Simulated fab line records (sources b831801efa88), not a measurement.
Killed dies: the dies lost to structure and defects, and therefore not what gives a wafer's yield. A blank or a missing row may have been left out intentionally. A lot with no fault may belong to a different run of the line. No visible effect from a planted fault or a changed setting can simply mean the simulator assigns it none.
A struck lot beside a sound one | flow sfq line | 37 steps out of a route of 325
Sound: wafers L951.1, L951.5, L951.6. Struck: wafers L961.2, L961.3, L961.5. The cause is named last.
Each step with rows lists, per side, the tool, then ch with its chambers, then its first start. Under that, the readings that differ: sound wafers | struck wafers | difference of the means | sigmas: that difference in standard deviations of wafers without a fault.
alike: readings whose means differ by less than 2 such deviations, and words and numbers that are the same on both sides. not compared: withheld readings, readings that some wafer has no value for, bounds like >300 that may hide the same value, and numbers for which the record gives no deviation and whose values overlap.
The two part at a step that has a row with sigmas, a row that says differs or no value, or rows on one side only. Non-overlapping numbers with no deviation appear without sigmas and do not part them. A reading that every wafer of one side lacks parts them only if that side has two wafers or more.

SFQ_R5_THK_MEAS_934: measures by xrf.
  sound on film metro-01 at day 57 14:04; struck on film metro-04 at day 63 12:27
  reading          | sound          | struck         | difference | sigmas
  R5_MONX_THK (nm) | 38.9 39.2 38.9 | 40.4 40.7 40.3 | +1.5       | +3
then, 6 steps without rows for these wafers: SFQ_TRILAYER_R5_LITHO_COAT_141 (resist thk 62 nm); SFQ_TRILAYER_R5_LITHO_COAT_136 (resist thk 600 nm); SFQ_TRILAYER_R5_LITHO_SOFTBAKE_140; SFQ_TRILAYER_R5_LITHO_EXPOSE_137 (exposes mask R5, target cd 500 nm); SFQ_TRILAYER_R5_LITHO_PEB_139 (peb time 60 s); SFQ_TRILAYER_R5_LITHO_DEVELOP_138 (time 60 s).
-- the record jumps here: 2 days lie between the struck wafers' starts before and after --
SFQ_R5_OVL_MEAS_935:
  sound on overlay-01 at day 63 05:34; struck on overlay-01 at day 65 21:16
  alike: R5_OVL
SFQ_TRILAYER_R5_BARC_OPEN_METAL_ETCH_177: etches BARC in O2, target depth 125 nm, time 41.7 s.
  sound on rie metal-04 ch 0,1, day 63 05:37; struck on rie metal-03 ch 0,1, day 65 21:18
  alike: chamber pressure mTorr, drypump motor current A, oes product au
  not compared: rf hours counter h
SFQ_TRILAYER_R5_ETCH_METAL_ETCH_139: etches the open film in Cl2, stops on SiO2, target depth 60 nm, time 40 s.
  sound on rie metal-04 ch 0,1, day 63 05:40; struck on rie metal-03 ch 0,1, day 65 21:22
  alike: chamber pressure mTorr, drypump motor current A, oes product au
  not compared: rf hours counter h
then, 2 steps without rows for these wafers: SFQ_TRILAYER_R5_STRIP_STRIP_140 (strips in O2); SFQ_TRILAYER_R5_STRIP_SOLV_CLEAN_141 (cleans in NMP, time 600 s).
SFQ_TRILAYER_A5C_DEP_PECVD_142: deposits SiO2 from SiH4/N2O, time 15.556 s, target thk 70 nm.
  sound on pecvd-03 ch 1,2, day 63 06:30; struck on pecvd-02 ch 1,2, day 65 22:23
  alike: heater power w, throttle valve pct
then, 6 steps without rows for these wafers: SFQ_TRILAYER_I5_LITHO_COAT_149 (resist thk 62 nm); SFQ_TRILAYER_I5_LITHO_COAT_144 (resist thk 650 nm); SFQ_TRILAYER_I5_LITHO_SOFTBAKE_148; SFQ_TRILAYER_I5_LITHO_EXPOSE_145 (exposes mask I5, target cd 700 nm); SFQ_TRILAYER_I5_LITHO_PEB_147 (peb time 60 s); SFQ_TRILAYER_I5_LITHO_DEVELOP_146 (time 60 s).
-- the record jumps here: 6 days lie between the struck wafers' starts before and after --
SFQ_I5_OVL_MEAS_936:
  sound on overlay-01 at day 68 00:52; struck on overlay-01 at day 71 14:31
  alike: I5_OVL
SFQ_TRILAYER_I5_BARC_OPEN_VIA_ETCH_200: etches BARC in O2, target depth 125 nm, time 41.7 s.
  sound on rie diel-01 ch 1,2,3, day 68 00:54; struck on rie diel-03 ch 0,1,2, day 71 14:32
  alike: chamber pressure mTorr, drypump motor current A, oes product au
  not compared: rf hours counter h
then, 1 step without rows for these wafers: SFQ_TRILAYER_I5_ETCH_VIA_ETCH_147 (etches the open film in CHF3, stops on Nb, target depth 360 nm).
SFQ_TRILAYER_I5_STRIP_STRIP_148: strips in O2.
  sound on rie metal-03 ch 0,1, day 68 01:05; struck on rie metal-03 ch 0, day 71 14:44
  alike: chamber pressure mTorr, drypump motor current A, oes product au
  not compared: rf hours counter h
then, 7 steps without rows for these wafers: SFQ_TRILAYER_I5_STRIP_SOLV_CLEAN_149 (cleans in NMP, time 600 s); SFQ_TRILAYER_C5_LITHO_COAT_156 (resist thk 62 nm); SFQ_TRILAYER_C5_LITHO_COAT_151 (resist thk 650 nm); SFQ_TRILAYER_C5_LITHO_SOFTBAKE_155; SFQ_TRILAYER_C5_LITHO_EXPOSE_152 (exposes mask C5, target cd 500 nm); SFQ_TRILAYER_C5_LITHO_PEB_154 (peb time 60 s); SFQ_TRILAYER_C5_LITHO_DEVELOP_153 (time 60 s).
-- the record jumps here: 5 days lie between the struck wafers' starts before and after --
SFQ_C5_OVL_MEAS_937:
  sound on overlay-01 at day 68 06:19; struck on overlay-02 at day 76 15:25
  alike: C5_OVL
then, 1 step without rows for these wafers: SFQ_TRILAYER_C5_BARC_OPEN_VIA_ETCH_210 (etches BARC in O2, target depth 125 nm, time 41.7 s).
SFQ_TRILAYER_C5_ETCH_VIA_ETCH_154: etches SiO2 in CHF3, stops on Nb, target depth 84 nm.
  sound on rie diel-04 ch 1,2,3, day 68 06:23; struck on rie diel-04 ch 0,1,2, day 76 15:29
  reading                        | sound             | struck            | difference | sigmas
  oes product au (a.u.)          | 0.889 0.900 0.904 | 0.988 1.003 0.999 | +0.099     | +13
  model.etch.depth nm (nm)       | 68.96 70.58 71.29 | 83.13 85.08 83.68 | +13.69     |
  model.C5.feature depth nm (nm) | 68.96 70.58 71.29 | 83.13 85.08 83.68 | +13.69     |
  alike: chamber pressure mTorr, drypump motor current A
then, 2 steps without rows for these wafers: SFQ_TRILAYER_C5_STRIP_STRIP_155 (strips in O2); SFQ_TRILAYER_C5_STRIP_SOLV_CLEAN_156 (cleans in NMP, time 600 s).
SFQ_TRILAYER_M6_DEP_PRE_CLEAN_158: time 22.5 s.
  sound on pvd sputter-04 at day 68 07:23; struck on pvd sputter-04 at day 76 16:19
  reading                                              | sound             | struck            | difference | sigmas
  model.SiO2_of_TRILAYER_A5C_DEP_PECVD_142.thk nm (nm) | 61.46 63.08 63.79 | 131.5 131.7 136.7 | +70.5      |
SFQ_TRILAYER_M6_DEP_SPUTTER_157: material Nb, target thk 200 nm, time 133.3 s.
  sound on pvd sputter-04 at day 68 07:25; struck on pvd sputter-04 at day 76 16:21
  alike: throttle valve pct

WHERE THEY PART
At SFQ_R5_THK_MEAS_934 first; at SFQ_TRILAYER_C5_ETCH_VIA_ETCH_154 last (within this record only). Later steps at which nothing parts them and some readings are alike: SFQ_TRILAYER_M6_DEP_SPUTTER_157.

WHY: the cause the simulator had injected
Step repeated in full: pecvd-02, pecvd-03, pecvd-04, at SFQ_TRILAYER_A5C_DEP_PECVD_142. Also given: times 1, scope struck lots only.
